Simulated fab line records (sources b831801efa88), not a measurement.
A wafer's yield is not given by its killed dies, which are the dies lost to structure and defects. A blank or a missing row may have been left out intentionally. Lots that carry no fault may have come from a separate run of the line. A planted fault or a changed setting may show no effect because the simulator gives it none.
Comparing a struck lot with a sound one	flow sky130	14 out of 708 route steps
Sound: wafers L434.2, L434.3, L434.5. The struck wafers were L440.1, L440.3, L440.5. The cause comes at the end.
Per side, at each step with rows, come the tool, then ch with its chambers, and then its first start. Under that, the readings that differ: sound wafers	struck wafers	difference of the means	sigmas: that difference in standard deviations of wafers without a fault.
alike: a reading whose means differ by less than 2 such deviations, as well as words and numbers matching on both sides. not compared: withheld readings; readings where some wafer has no value; bounds like >300 that might hide an equal value; numbers whose values overlap and for which the record gives no deviation.
The two part at a step that has a row with sigmas, a row that says differs or no value, or rows on one side only. When numbers do not overlap yet have no deviation, they are printed without sigmas and do not part them. A reading missing from all wafers of one side parts the sides only when that side holds two or more wafers.

SKY_CONTACT_THK_MEAS_01:
  sound on film_metro-02, day 32 13:18; struck on film_metro-01, day 34 20:34
  alike: CONTACT_CVD_00_THK
then, 1 step without rows for these wafers: SKY_CONTACT_HDPCVD_02 (deposits SiO2, target thk 565 nm, time 94.2 s).
SKY_CONTACT_THK_MEAS_03:
  sound on film_metro-03, day 32 13:26; struck on film_metro-02, day 34 20:42
  alike: CONTACT_HDPCVD_THK
SKY_CONTACT_CMP_04: polishes SiO2.
  sound on cmp-02 ch 0,1, day 32 13:29; struck on cmp-01 ch 0,2,3, day 34 20:52
  alike: motor_current_A, time_to_endpoint_s
SKY_CONTACT_BOW_MEAS_05:
  sound on film_metro-03, day 32 13:48; struck on film_metro-03, day 34 21:04
  alike: CONTACT_BOW
then, 7 steps without rows for these wafers: SKY_CONTACT_DEHYDRATE_06 (time 60 s); SKY_CONTACT_HMDS_07 (prime time 60 s); SKY_CONTACT_COAT_08 (resist thk 60 nm); SKY_CONTACT_COAT_09 (resist thk 450 nm); SKY_CONTACT_SOFTBAKE_10 (time 90 s); SKY_CONTACT_EXPOSE_11 (exposes mask CTM1, target cd 170 nm); SKY_CONTACT_PEB_12.
SKY_CONTACT_DEVELOP_13: develop time 60 s.
  sound on litho_track-04 ch 0, day 33 15:00; struck on litho_track-04, day 35 21:00
  no value came back on the struck wafers for chill_plate_temp_C (C), develop_time_s (s), exhaust_pa (Pa); on the sound wafers chill_plate_temp_C (C) reads 22.99 23.15 23.18
reading	sound	struck	difference	sigmas
model.KrF-thick_of_CONTACT_COAT_09.thk_nm (nm)	435.1 434.1 433.2	448.2 447.8 447.8	+13.8	
SKY_CONTACT_CD_MEAS_14: target cd 170 nm.
  sound on cd_sem-01, day 33 15:43; struck on cd_sem-01, day 35 21:32
reading	sound	struck	difference	sigmas
cd_nm (nm)	170.8 171.1 171.7	- - -	no value on the struck wafers	

## WHERE THEY PART
Earliest at SKY_CONTACT_DEVELOP_13; latest, in this record, at SKY_CONTACT_CD_MEAS_14.

WHY: whatever the simulator had introduced
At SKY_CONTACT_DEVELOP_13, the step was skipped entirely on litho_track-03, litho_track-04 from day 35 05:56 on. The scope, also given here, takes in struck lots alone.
